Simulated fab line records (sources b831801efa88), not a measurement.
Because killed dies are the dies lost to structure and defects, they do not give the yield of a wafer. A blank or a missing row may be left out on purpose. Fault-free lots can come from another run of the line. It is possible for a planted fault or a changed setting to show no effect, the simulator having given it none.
The tool behind it: which one? / flow sky130 / 24 lots, 72 wafers sampled, at 4 steps of a route of 708

## WHAT THE GAUGES SHOWED, per wafer
SKY_CONTACT_OVL_MEAS_15.
lot=L074; measured=day 31 16:41; on=overlay-01; CONTACT_OVL (nm)=2 1 -1
lot=L075; measured=day 32 01:57; on=overlay-02; CONTACT_OVL (nm)=2 1 3
lot=L076; measured=day 32 06:54; on=overlay-01; CONTACT_OVL (nm)=1 4 -1
lot=L077; measured=day 32 16:48; on=overlay-02; CONTACT_OVL (nm)=2 1 5
lot=L078; measured=day 32 18:12; on=overlay-01; CONTACT_OVL (nm)=1 15 4
lot=L079; measured=day 33 01:23; on=overlay-01; CONTACT_OVL (nm)=7 2 7
lot=L080; measured=day 33 10:21; on=overlay-01; CONTACT_OVL (nm)=-1 -1 -7
lot=L081; measured=day 33 17:19; on=overlay-02; CONTACT_OVL (nm)=6 9 10
lot=L082; measured=day 33 23:21; on=overlay-01; CONTACT_OVL (nm)=6 1 6
lot=L083; measured=day 34 09:35; on=overlay-02; CONTACT_OVL (nm)=12 14 9
lot=L084; measured=day 34 18:50; on=overlay-02; CONTACT_OVL (nm)=-9 -2 -1
lot=L085; measured=day 35 02:17; on=overlay-01; CONTACT_OVL (nm)=5 10 4
lot=L086; measured=day 35 15:56; on=overlay-01; CONTACT_OVL (nm)=-6 1 3
lot=L087; measured=day 35 22:06; on=overlay-02; CONTACT_OVL (nm)=-4 3 5
lot=L088; measured=day 36 02:59; on=overlay-01; CONTACT_OVL (nm)=-2 2 -5
lot=L091; measured=day 36 20:02; on=overlay-01; CONTACT_OVL (nm)=2 8 0
lot=L090; measured=day 36 21:17; on=overlay-02; CONTACT_OVL (nm)=-11 5 5
lot=L089; measured=day 36 22:31; on=overlay-01; CONTACT_OVL (nm)=4 0 1
lot=L092; measured=day 38 03:27; on=overlay-02; CONTACT_OVL (nm)=0 -6 -8
lot=L093; measured=day 38 03:53; on=overlay-01; CONTACT_OVL (nm)=14 16 4
lot=L094; measured=day 38 04:43; on=overlay-01; CONTACT_OVL (nm)=2 -1 8
lot=L095; measured=day 38 05:39; on=overlay-02; CONTACT_OVL (nm)=-2 10 1
lot=L096; measured=day 38 05:59; on=overlay-01; CONTACT_OVL (nm)=3 5 3
lot=L097; measured=day 38 14:03; on=overlay-02; CONTACT_OVL (nm)=2 3 2

SKY_METAL2_CD_MEAS_15 targets a cd of 140 nm.
lot=L074; measured=day 35 05:45; on=cd-sem-02; cd-nm (nm)=138.6 138.9 137.0
lot=L075; measured=day 35 15:28; on=cd-sem-01; cd-nm (nm)=137.5 137.8 138.0
lot=L076; measured=day 35 20:03; on=cd-sem-02; cd-nm (nm)=139.3 137.2 136.5
lot=L077; measured=day 36 04:43; on=cd-sem-02; cd-nm (nm)=137.6 138.6 135.8
lot=L078; measured=day 36 05:32; on=cd-sem-02; cd-nm (nm)=140.8 140.1 139.7
lot=L079; measured=day 36 13:18; on=cd-sem-02; cd-nm (nm)=138.9 140.3 139.0
lot=L080; measured=day 36 23:19; on=cd-sem-02; cd-nm (nm)=141.4 139.3 138.2
lot=L081; measured=day 37 04:11; on=cd-sem-02; cd-nm (nm)=138.7 139.4 138.7
lot=L082; measured=day 37 11:35; on=cd-sem-02; cd-nm (nm)=135.7 136.1 136.3
lot=L083; measured=day 37 21:35; on=cd-sem-02; cd-nm (nm)=141.5 140.6 141.6
lot=L084; measured=day 38 06:49; on=cd-sem-02; cd-nm (nm)=136.0 137.4 136.1
lot=L085; measured=day 38 14:16; on=cd-sem-02; cd-nm (nm)=139.9 138.3 142.0
lot=L086; measured=day 39 02:29; on=cd-sem-01; cd-nm (nm)=140.7 141.5 141.5
lot=L087; measured=day 39 09:25; on=cd-sem-02; cd-nm (nm)=139.1 138.0 138.4
lot=L088; measured=day 39 12:57; on=cd-sem-01; cd-nm (nm)=139.3 139.8 139.1
lot=L091; measured=day 40 06:29; on=cd-sem-02; cd-nm (nm)=136.2 137.9 138.7
lot=L090; measured=day 40 06:59; on=cd-sem-02; cd-nm (nm)=138.5 139.5 139.3
lot=L089; measured=day 40 08:33; on=cd-sem-01; cd-nm (nm)=138.2 137.5 139.7
lot=L092; measured=day 41 09:35; on=cd-sem-01; cd-nm (nm)=140.2 138.8 139.8
lot=L093; measured=day 41 11:53; on=cd-sem-02; cd-nm (nm)=141.7 141.4 139.7
lot=L094; measured=day 41 12:30; on=cd-sem-02; cd-nm (nm)=140.4 140.3 139.0
lot=L095; measured=day 41 13:02; on=cd-sem-02; cd-nm (nm)=139.9 139.6 138.7
lot=L096; measured=day 41 15:00; on=cd-sem-02; cd-nm (nm)=138.7 139.2 139.6
lot=L097; measured=day 41 19:46; on=cd-sem-02; cd-nm (nm)=137.8 137.7 136.5

## TOOL THAT RAN EACH LOT (tool first, then ch and the chambers of the sampled wafers, then the start)
lot=L074; SKY_CONTACT_ETCH_17=rie-diel-04 ch 0,2,3, day 31 16:46; SKY_METAL2_SPUTTER_03=pvd-sputter-03, day 34 03:29
lot=L075; SKY_CONTACT_ETCH_17=rie-diel-04 ch 0,1, day 32 02:02; SKY_METAL2_SPUTTER_03=pvd-sputter-03, day 34 12:35
lot=L076; SKY_CONTACT_ETCH_17=rie-diel-03 ch 0,1,3, day 32 06:59; SKY_METAL2_SPUTTER_03=pvd-sputter-03, day 34 16:50
lot=L077; SKY_CONTACT_ETCH_17=rie-diel-03 ch 1,3, day 32 16:53; SKY_METAL2_SPUTTER_03=pvd-sputter-04, day 35 01:43
lot=L078; SKY_CONTACT_ETCH_17=rie-diel-03 ch 0,2, day 32 18:17; SKY_METAL2_SPUTTER_03=pvd-sputter-04, day 35 03:28
lot=L079; SKY_CONTACT_ETCH_17=rie-diel-03 ch 1,3, day 33 01:28; SKY_METAL2_SPUTTER_03=pvd-sputter-02, day 35 10:30
lot=L080; SKY_CONTACT_ETCH_17=rie-diel-03 ch 1,2, day 33 10:25; SKY_METAL2_SPUTTER_03=pvd-sputter-03, day 35 20:23
lot=L081; SKY_CONTACT_ETCH_17=rie-diel-04 ch 1,3, day 33 17:24; SKY_METAL2_SPUTTER_03=pvd-sputter-03, day 36 01:53
lot=L082; SKY_CONTACT_ETCH_17=rie-diel-03 ch 0,3, day 33 23:26; SKY_METAL2_SPUTTER_03=pvd-sputter-02, day 36 09:30
lot=L083; SKY_CONTACT_ETCH_17=rie-diel-04 ch 0,1,3, day 34 09:40; SKY_METAL2_SPUTTER_03=pvd-sputter-02, day 36 18:59
lot=L084; SKY_CONTACT_ETCH_17=rie-diel-03 ch 0,1,2, day 34 18:55; SKY_METAL2_SPUTTER_03=pvd-sputter-03, day 37 04:40
lot=L085; SKY_CONTACT_ETCH_17=rie-diel-02 ch 0,1,2, day 35 02:22; SKY_METAL2_SPUTTER_03=pvd-sputter-03, day 37 12:01
lot=L086; SKY_CONTACT_ETCH_17=rie-diel-04 ch 1,2, day 35 16:01; SKY_METAL2_SPUTTER_03=pvd-sputter-03, day 38 00:10
lot=L087; SKY_CONTACT_ETCH_17=rie-diel-03 ch 0,1,3, day 35 22:11; SKY_METAL2_SPUTTER_03=pvd-sputter-04, day 38 07:28
lot=L088; SKY_CONTACT_ETCH_17=rie-diel-04 ch 0,2,3, day 36 03:04; SKY_METAL2_SPUTTER_03=pvd-sputter-04, day 38 11:25
lot=L091; SKY_CONTACT_ETCH_17=rie-diel-04 ch 1,2,3, day 36 20:07; SKY_METAL2_SPUTTER_03=pvd-sputter-02, day 39 05:46
lot=L090; SKY_CONTACT_ETCH_17=rie-diel-03 ch 0,2,3, day 36 21:22; SKY_METAL2_SPUTTER_03=pvd-sputter-03, day 39 06:02
lot=L089; SKY_CONTACT_ETCH_17=rie-diel-04 ch 0,2,3, day 36 22:35; SKY_METAL2_SPUTTER_03=pvd-sputter-04, day 39 07:16
lot=L092; SKY_CONTACT_ETCH_17=rie-diel-03 ch 0,1,2, day 38 03:32; SKY_METAL2_SPUTTER_03=pvd-sputter-02, day 40 10:00
lot=L093; SKY_CONTACT_ETCH_17=rie-diel-04 ch 1,2,3, day 38 03:58; SKY_METAL2_SPUTTER_03=pvd-sputter-04, day 40 11:26
lot=L094; SKY_CONTACT_ETCH_17=rie-diel-03 ch 1,2, day 38 04:47; SKY_METAL2_SPUTTER_03=pvd-sputter-03, day 40 12:22
lot=L095; SKY_CONTACT_ETCH_17=rie-diel-02 ch 0,2,3, day 38 05:44; SKY_METAL2_SPUTTER_03=pvd-sputter-04, day 40 12:53
lot=L096; SKY_CONTACT_ETCH_17=rie-diel-02 ch 0,2,3, day 38 06:04; SKY_METAL2_SPUTTER_03=pvd-sputter-03, day 40 14:46
lot=L097; SKY_CONTACT_ETCH_17=rie-diel-04 ch 1,2, day 38 14:07; SKY_METAL2_SPUTTER_03=pvd-sputter-04, day 40 19:40
- SKY_CONTACT_ETCH_17: etches SiO2 in C4F8/O2/Ar, stops on Si3N4, target depth 340 nm.
- SKY_METAL2_SPUTTER_03: material Ti, target thk 5 nm, time 3.3 s.

## WHAT THE TOOLS THEMSELVES READ (means of the sampled wafers that have a number; where no wafer has one, the mark that the record gives instead)
SKY_CONTACT_ETCH_17.
lot=L074; tool=rie-diel-04; oes-product-au (a.u.)=0.889
lot=L075; tool=rie-diel-04; oes-product-au (a.u.)=0.885
lot=L076; tool=rie-diel-03; oes-product-au (a.u.)=0.890
lot=L077; tool=rie-diel-03; oes-product-au (a.u.)=0.891
lot=L078; tool=rie-diel-03; oes-product-au (a.u.)=0.887
lot=L079; tool=rie-diel-03; oes-product-au (a.u.)=0.892
lot=L080; tool=rie-diel-03; oes-product-au (a.u.)=0.890
lot=L081; tool=rie-diel-04; oes-product-au (a.u.)=0.890
lot=L082; tool=rie-diel-03; oes-product-au (a.u.)=0.889
lot=L083; tool=rie-diel-04; oes-product-au (a.u.)=0.894
lot=L084; tool=rie-diel-03; oes-product-au (a.u.)=0.889
lot=L085; tool=rie-diel-02; oes-product-au (a.u.)=0.893
lot=L086; tool=rie-diel-04; oes-product-au (a.u.)=0.889
lot=L087; tool=rie-diel-03; oes-product-au (a.u.)=0.892
lot=L088; tool=rie-diel-04; oes-product-au (a.u.)=0.893
lot=L091; tool=rie-diel-04; oes-product-au (a.u.)=0.893
lot=L090; tool=rie-diel-03; oes-product-au (a.u.)=0.892
lot=L089; tool=rie-diel-04; oes-product-au (a.u.)=0.885
lot=L092; tool=rie-diel-03; oes-product-au (a.u.)=0.890
lot=L093; tool=rie-diel-04; oes-product-au (a.u.)=0.890
lot=L094; tool=rie-diel-03; oes-product-au (a.u.)=0.885
lot=L095; tool=rie-diel-02; oes-product-au (a.u.)=0.888
lot=L096; tool=rie-diel-02; oes-product-au (a.u.)=0.892
lot=L097; tool=rie-diel-04; oes-product-au (a.u.)=0.882

SKY_METAL2_SPUTTER_03.
lot=L074; tool=pvd-sputter-03; throttle-valve-pct (%)=31.0
lot=L075; tool=pvd-sputter-03; throttle-valve-pct (%)=30.8
lot=L076; tool=pvd-sputter-03; throttle-valve-pct (%)=30.6
lot=L077; tool=pvd-sputter-04; throttle-valve-pct (%)=30.4
lot=L078; tool=pvd-sputter-04; throttle-valve-pct (%)=29.6
lot=L079; tool=pvd-sputter-02; throttle-valve-pct (%)=29.6
lot=L080; tool=pvd-sputter-03; throttle-valve-pct (%)=30.9
lot=L081; tool=pvd-sputter-03; throttle-valve-pct (%)=30.7
lot=L082; tool=pvd-sputter-02; throttle-valve-pct (%)=29.5
lot=L083; tool=pvd-sputter-02; throttle-valve-pct (%)=30.1
lot=L084; tool=pvd-sputter-03; throttle-valve-pct (%)=30.3
lot=L085; tool=pvd-sputter-03; throttle-valve-pct (%)=30.4
lot=L086; tool=pvd-sputter-03; throttle-valve-pct (%)=29.9
lot=L087; tool=pvd-sputter-04; throttle-valve-pct (%)=30.5
lot=L088; tool=pvd-sputter-04; throttle-valve-pct (%)=29.0
lot=L091; tool=pvd-sputter-02; throttle-valve-pct (%)=28.7
lot=L090; tool=pvd-sputter-03; throttle-valve-pct (%)=31.1
lot=L089; tool=pvd-sputter-04; throttle-valve-pct (%)=30.4
lot=L092; tool=pvd-sputter-02; throttle-valve-pct (%)=30.0
lot=L093; tool=pvd-sputter-04; throttle-valve-pct (%)=29.6
lot=L094; tool=pvd-sputter-03; throttle-valve-pct (%)=30.3
lot=L095; tool=pvd-sputter-04; throttle-valve-pct (%)=29.6
lot=L096; tool=pvd-sputter-03; throttle-valve-pct (%)=30.9
lot=L097; tool=pvd-sputter-04; throttle-valve-pct (%)=29.6

## THE ANSWER, worked out from the rows above alone
Rule: the lots themselves supply what counts as usual. The widest of any qualifying gaps counts: lots, ordered by their means at a reading, are off when they make up no more than a third of the lots, leave a main group of 4 or more, and stand apart from it by 3 or more times the standard deviation of that group's means. A main group whose means are all the same, to the digits that the tables above print for the reading, isn't used. Also off: a lot with no number at a reading for which 4 or more lots have one. Any other lot the step has rows for is counted as sound. The gauges are gone through in route order, then the tools' own readings, and for those a lot's mean is taken as printed above. At the first step where some lot is off, the reading lying furthest off is the one used; lots without a number count as furthest.
None of the lots is off at any reading shown; this tells nothing.

## WHAT WAS PUT IN BY THE SIMULATOR
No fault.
